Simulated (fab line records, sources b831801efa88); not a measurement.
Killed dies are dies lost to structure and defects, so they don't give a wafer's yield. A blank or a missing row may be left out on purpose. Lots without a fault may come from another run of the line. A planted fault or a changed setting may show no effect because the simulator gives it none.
Tool commonality check | flow sky130 | 12 lots, 36 wafers sampled

WHY IT WAS OPENED
At SKY_LDD_HVN_TW_MEAS_10 the reading LDD_HVN_TW is flagged on 2 of 12 lots. Wafers without a fault read 1448, standard deviation 15.
Rule: a lot is flagged when every wafer of it that has a number lies more than 4 standard deviations from that mean, or none has a number. The other lots count as sound.

lot  | measured     | on            | LDD_HVN_TW, wafer by wafer | flag
L584 | day 19 17:49 | film_metro-01 | 1438 1434 1435             |
L587 | day 21 15:44 | film_metro-03 | 1429 1444 1439             |
L589 | day 22 03:17 | film_metro-03 | 1434 1432 1439             |
L590 | day 22 18:46 | film_metro-03 | 1433 1438 1438             |
L593 | day 23 16:30 | film_metro-03 | 1450 1452 1450             |
L594 | day 24 07:16 | film_metro-03 | 1328 1315 1332             | FLAGGED
L595 | day 24 12:17 | film_metro-02 | 1455 1455 1460             |
L596 | day 24 13:13 | film_metro-01 | 1302 1301 1293             | FLAGGED
L597 | day 25 01:22 | film_metro-03 | 1454 1456 1459             |
L602 | day 27 18:56 | film_metro-03 | 1460 1456 1460             |
L605 | day 27 21:13 | film_metro-03 | 1463 1459 1461             |
L606 | day 28 09:41 | film_metro-02 | 1470 1475 1472             |
The numbers of the flagged lots are 1312 on average: -136 against the usual, or -9 standard deviations.

WHICH TOOL RAN EACH LOT
The record holds 2 process steps before the reading, out of a route of 708 steps. In each cell: the tool, then ch and the chambers that the sampled wafers went through, then the start.
lot  | flag    | SKY_POLY_GATE_ETCH_17            | SKY_LDD_HVN_IMPLANT_08
L584 |         | rie_si-01 ch 0,2, day 15 20:50   | implanter-04 ch 0, day 19 17:34
L587 |         | rie_si-01 ch 0,2, day 17 16:35   | implanter-04 ch 0, day 21 15:30
L589 |         | rie_si-01 ch 0,1,3, day 18 02:43 | implanter-03 ch 0, day 22 03:02
L590 |         | rie_si-01 ch 1,2,3, day 18 20:14 | implanter-04 ch 0, day 22 18:31
L593 |         | rie_si-02 ch 1,2,3, day 19 15:56 | implanter-03 ch 0, day 23 16:17
L594 | FLAGGED | rie_si-02 ch 0,2,3, day 20 08:58 | implanter-03 ch 0, day 24 07:01
L595 |         | rie_si-02 ch 1,2, day 20 14:05   | implanter-04 ch 0, day 24 12:03
L596 | FLAGGED | rie_si-01 ch 1,3, day 20 14:16   | implanter-03 ch 0, day 24 12:58
L597 |         | rie_si-02 ch 0,1,3, day 21 03:56 | implanter-02 ch 0, day 25 01:07
L602 |         | rie_si-02 ch 2,3, day 24 00:47   | implanter-03 ch 0, day 27 18:41
L605 |         | rie_si-02 ch 2,3, day 24 02:28   | implanter-03 ch 0, day 27 20:58
L606 |         | rie_si-01 ch 1,2,3, day 24 14:49 | implanter-04 ch 0, day 28 09:28
What these steps do:
- SKY_POLY_GATE_ETCH_17: etches poly-Si in HBr/Cl2, stops on SiO2, target depth 180 nm, time 70.5 s.
- SKY_LDD_HVN_IMPLANT_08
- SKY_LDD_HVN_TW_MEAS_10

FLAGGED OVER TOTAL, TOOL BY TOOL (the gauges that took the reading come last)
step                   | tool          | lots run | flagged | share of the flagged lots | sound lots run after its first flagged lot
SKY_POLY_GATE_ETCH_17  | rie_si-01     | 6        | 1       | some                      | 1 (L606)
SKY_POLY_GATE_ETCH_17  | rie_si-02     | 6        | 1       | some                      | 4 (L595,L597,L602,L605)
SKY_LDD_HVN_IMPLANT_08 | implanter-02  | 1        | 0       | none                      | -
SKY_LDD_HVN_IMPLANT_08 | implanter-03  | 6        | 2       | all                       | 2 (L602,L605)
SKY_LDD_HVN_IMPLANT_08 | implanter-04  | 5        | 0       | none                      | -
SKY_LDD_HVN_TW_MEAS_10 | film_metro-01 | 2        | 1       | some                      | 0
SKY_LDD_HVN_TW_MEAS_10 | film_metro-02 | 2        | 0       | none                      | -
SKY_LDD_HVN_TW_MEAS_10 | film_metro-03 | 8        | 1       | some                      | 3 (L597,L602,L605)

WHAT THE TABLE ALLOWS
1 row of the table ran every flagged lot: implanter-03 at SKY_LDD_HVN_IMPLANT_08.
- implanter-03 at SKY_LDD_HVN_IMPLANT_08: 2 of its 6 lots flagged. Sound lots ran on it after the first flagged one (L602, L605), which a lasting fault on the whole tool wouldn't allow. Its own readings lie more than 4 standard deviations out on every wafer of the flagged lots: beam_energy_keV.
No row of the table ran every flagged lot and no sound lot after the first.

WHAT THE SIMULATOR HAD PUT IN
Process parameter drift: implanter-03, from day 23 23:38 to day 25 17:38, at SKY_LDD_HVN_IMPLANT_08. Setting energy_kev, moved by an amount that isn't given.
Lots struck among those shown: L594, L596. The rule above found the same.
